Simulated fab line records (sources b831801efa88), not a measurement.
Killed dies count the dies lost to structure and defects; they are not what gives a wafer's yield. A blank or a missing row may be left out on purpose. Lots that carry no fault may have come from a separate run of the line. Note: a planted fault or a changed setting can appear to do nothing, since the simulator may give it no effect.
Struck lot and sound lot, side by side ; flow sfq_line ; 24 out of 325 route steps
Sound: these wafers, L677.2, L677.3, L677.6. Wafers struck: L689.4, L689.5, L689.6. The cause is given at the end.
Order at every step that has rows: each side's tool, ch and its chambers, its first start. Under that, the readings that differ: sound wafers ; struck wafers ; difference of the means ; sigmas: that difference in standard deviations of wafers without a fault.
alike: readings with means less than 2 such deviations apart, plus words and numbers identical on both sides. not compared: withheld readings, readings lacking a value on some wafer, bounds such as >300 that could conceal the same value, and numbers that have no deviation in the record and whose values overlap.
The two part at a step that has a row with sigmas, a row that says differs or no value, or rows on one side only. Non-overlapping numbers with no deviation appear without sigmas and do not part them. Lack of a reading on every wafer of one side parts them only where that side has two or more wafers.

first, 6 steps without rows for these wafers: SFQ_TRILAYER_I3_VIA_LITHO_COAT_090 (resist thk 62 nm); SFQ_TRILAYER_I3_VIA_LITHO_COAT_085 (resist thk 650 nm); SFQ_TRILAYER_I3_VIA_LITHO_SOFTBAKE_089; SFQ_TRILAYER_I3_VIA_LITHO_EXPOSE_086 (exposes mask I3, target cd 500 nm); SFQ_TRILAYER_I3_VIA_LITHO_PEB_088 (peb time 60 s); SFQ_TRILAYER_I3_VIA_LITHO_DEVELOP_087 (time 60 s).
SFQ_I3_OVL_MEAS_923:
  sound on overlay-01, day 35 09:59; struck on overlay-02, day 41 22:44
  alike: I3_OVL
SFQ_TRILAYER_I3_VIA_BARC_OPEN_VIA_ETCH_121: etches BARC in O2, target depth 125 nm, time 41.7 s.
  sound on rie_diel-04 ch 1,3, day 35 10:01; struck on rie_diel-04 ch 0,1,3, day 41 22:45
  alike: drypump_motor_current_A, oes_product_au
  not compared: rf_hours_counter_h
SFQ_TRILAYER_I3_VIA_ETCH_VIA_ETCH_088: etches SiO2 in CHF3, stops on Nb, target depth 260 nm.
  sound on rie_diel-04 ch 1,3, day 35 10:03; struck on rie_diel-04 ch 0,1,3, day 41 22:47
  alike: drypump_motor_current_A, oes_product_au
SFQ_TRILAYER_I3_VIA_STRIP_STRIP_089: strips in O2.
  sound on rie_metal-02 ch 0,1, day 35 10:10; struck on rie_metal-04 ch 0,1, day 41 23:06
  alike: drypump_motor_current_A, oes_product_au
  not compared: rf_hours_counter_h
then, 2 steps without rows for these wafers: SFQ_TRILAYER_I3_VIA_STRIP_SOLV_CLEAN_090 (cleans in NMP, time 600 s); SFQ_TRILAYER_M4_DEP_PRE_CLEAN_092 (time 22.5 s).
SFQ_TRILAYER_M4_DEP_SPUTTER_091: material Nb, target thk 200 nm, time 133.3 s.
  sound on pvd_sputter-03, day 35 10:58; struck on pvd_sputter-03, day 41 23:43
  no value came back on the struck wafers for any of 5 readings (base_pressure_pa (Pa), cathode_dc_power_W (W) and others); on the sound wafers base_pressure_pa (Pa) reads 1.38e-06 1.43e-06 1.37e-06
SFQ_M4_RS_MEAS_924: measures by four-point-probe.
  sound on film_metro-02, day 35 11:05; struck on film_metro-01, day 41 23:52
reading;sound;struck;difference;sigmas
M4_NB_RS (ohm/sq);0.903 0.912 0.898;- - -;no value on the struck wafers;
then, 6 steps without rows for these wafers: SFQ_TRILAYER_M4_LITHO_COAT_098 (resist thk 62 nm); SFQ_TRILAYER_M4_LITHO_COAT_093 (resist thk 600 nm); SFQ_TRILAYER_M4_LITHO_SOFTBAKE_097; SFQ_TRILAYER_M4_LITHO_EXPOSE_094 (exposes mask M4, target cd 500 nm); SFQ_TRILAYER_M4_LITHO_PEB_096 (peb time 60 s); SFQ_TRILAYER_M4_LITHO_DEVELOP_095 (time 60 s).
-- the record jumps here: 6 days lie between the struck wafers' starts before and after --
SFQ_M4_OVL_MEAS_926:
  sound on overlay-01, day 41 06:25; struck on overlay-01, day 47 17:42
  alike: M4_OVL
SFQ_TRILAYER_M4_BARC_OPEN_METAL_ETCH_123: etches BARC in O2, target depth 125 nm, time 41.7 s.
  sound on rie_metal-04 ch 0,1, day 41 06:27; struck on rie_metal-01 ch 0, day 47 17:47
  alike: drypump_motor_current_A, oes_product_au
  not compared: rf_hours_counter_h
SFQ_TRILAYER_M4_ETCH_METAL_ETCH_096: etches Nb in Cl2/Ar, stops on SiO2, target depth 240 nm, time 120 s.
  sound on rie_metal-04 ch 0,1, day 41 06:31; struck on rie_metal-01 ch 0, day 47 17:58
reading;sound;struck;difference;sigmas
oes_product_au (a.u.);0.884 0.880 0.882;0.376 0.377 0.379;-0.505;-78
  alike: drypump_motor_current_A
  not compared: rf_hours_counter_h
SFQ_TRILAYER_M4_STRIP_STRIP_097: strips in O2.
  sound on rie_metal-04 ch 0,1, day 41 06:38; struck on rie_metal-01 ch 0, day 47 18:41
  alike: drypump_motor_current_A, oes_product_au
  not compared: rf_hours_counter_h

== WHERE THEY PART ==
Last at SFQ_TRILAYER_M4_ETCH_METAL_ETCH_096 as far as this record goes, first at SFQ_TRILAYER_M4_DEP_SPUTTER_091. Later steps at which nothing parts them and some readings are alike: SFQ_TRILAYER_M4_STRIP_STRIP_097.

WHY: the cause the simulator had injected
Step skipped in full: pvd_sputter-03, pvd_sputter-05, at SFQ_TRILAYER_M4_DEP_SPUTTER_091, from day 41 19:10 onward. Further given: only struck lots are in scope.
